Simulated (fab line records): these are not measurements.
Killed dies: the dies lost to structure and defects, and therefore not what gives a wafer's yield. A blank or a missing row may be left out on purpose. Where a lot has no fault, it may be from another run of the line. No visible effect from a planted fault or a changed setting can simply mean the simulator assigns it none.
Split-lot experiment -- flow sfq_line -- on a route of 325 steps: 5 lots, 23 wafers read

THE SPLIT ITSELF
At SFQ_TRILAYER_M0_BARC_OPEN_METAL_ETCH_031 (etches BARC in O2, target depth 125 nm, time 41.7 s), the setting time_s was moved away from the recipe's 41.7 s on 11 of the 23 wafers read, by -4.9% to +13.7%. For the rest of the wafers, this setting stayed at what the recipe calls for.

The reading comes from the split's own step.

THE READING
KrF_of_TRILAYER_M0_LITHO_COAT_021.thk_nm (the simulator's own value, which no gauge read), in nm, at SFQ_TRILAYER_M0_BARC_OPEN_METAL_ETCH_031 (etches BARC in O2, target depth 125 nm, time 41.7 s). The file gives no usual value for it. The 12 wafers here that ran the recipe average 517.0 nm, standard deviation 1.4 nm.

wafer,"tool, chamber at the split","time_s as run, s",against the recipe,"KrF_of_TRILAYER_M0_LITHO_COAT_021.thk_nm, nm",against lot-mates on the recipe
L074.1,"rie_metal-04, 0",41.7,recipe,516.9,-
L074.3,"rie_metal-04, 1",41.7,recipe,514.6,-
L074.6,"rie_metal-04, 0",41.7,recipe,516.7,-
L075.2,"rie_metal-04, 1",41.7,recipe,515.4,-
L075.3,"rie_metal-04, 1",45.41,+8.9%,510.7,-5.2
L075.4,"rie_metal-04, 1",45.41,+8.9%,509.5,-6.4
L075.5,"rie_metal-04, 1",45.41,+8.9%,513,-2.9
L075.6,"rie_metal-04, 1",41.7,recipe,516.4,-
L079.1,"rie_metal-04, 0",41.7,recipe,520.1,-
L079.3,"rie_metal-04, 0",47.41,+13.7%,514.2,-5.2
L079.4,"rie_metal-04, 1",41.7,recipe,518.7,-
L079.5,"rie_metal-04, 1",47.41,+13.7%,510.7,-8.7
L079.6,"rie_metal-04, 0",47.41,+13.7%,513.7,-5.7
L083.1,"rie_metal-01, 1",39.67,-4.9%,521.2,+4.1
L083.2,"rie_metal-01, 0",41.7,recipe,517.5,-
L083.3,"rie_metal-01, 1",39.67,-4.9%,519,+1.9
L083.4,"rie_metal-01, 0",41.7,recipe,517.3,-
L083.6,"rie_metal-01, 1",41.7,recipe,516.4,-
L084.1,"rie_metal-01, 0",40.11,-3.8%,519.3,+2.3
L084.2,"rie_metal-01, 1",41.7,recipe,516,-
L084.3,"rie_metal-01, 0",40.11,-3.8%,520.8,+3.8
L084.4,"rie_metal-01, 1",40.11,-3.8%,521.9,+4.9
L084.5,"rie_metal-01, 0",41.7,recipe,518,-

THE FIT
A straight line over all 23 wafers: KrF_of_TRILAYER_M0_LITHO_COAT_021.thk_nm changes by -0.469 nm for each +1% of time_s; r = -0.83; the points scatter about the line by 1.9 nm.
The same after taking each lot's own level away (the mean of its wafers on the recipe; 23 wafers): -0.545 nm for each +1%; r = -0.93; scatter 1.3 nm.
That fit puts the effect of the largest move of time_s on the reading at 7.5 nm.
From 515.90 to 519.40 nm: that is the span of the lots' own levels, equal to 2.5 times the standard deviation above.
In other words, the slope is changed by the lot-to-lot level; the two fits disagree.
Check: -7.62 nm against its lot-mates is what the line predicts for one of the wafers moved furthest among these (+13.7%) when that wafer is left out of the fit. It came out at -5.2 nm against them.

THE OTHER SPLITS THESE WAFERS WENT THROUGH
Before the reading, these wafers also passed through other splits. Each is held against what the fit with the lots' levels taken away leaves over:
other split on the same wafers,wafers away from the commonest value,r with KrF_of_TRILAYER_M0_LITHO_COAT_021.thk_nm (lot level and that fit taken away)
SFQ_TRILAYER_L0_VIA_LITHO_EXPOSE_014 dose_mj,7,-0.53
SFQ_TRILAYER_L0_VIA_LITHO_PEB_016 peb_time_s,5,+0.18
SFQ_TRILAYER_M0_LITHO_COAT_026 spin_rpm,5,+0.22

FILE'S OWN FIT
KrF_of_TRILAYER_M0_LITHO_COAT_021.thk_nm changes by -0.527 nm for each +1% of time_s, r = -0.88.
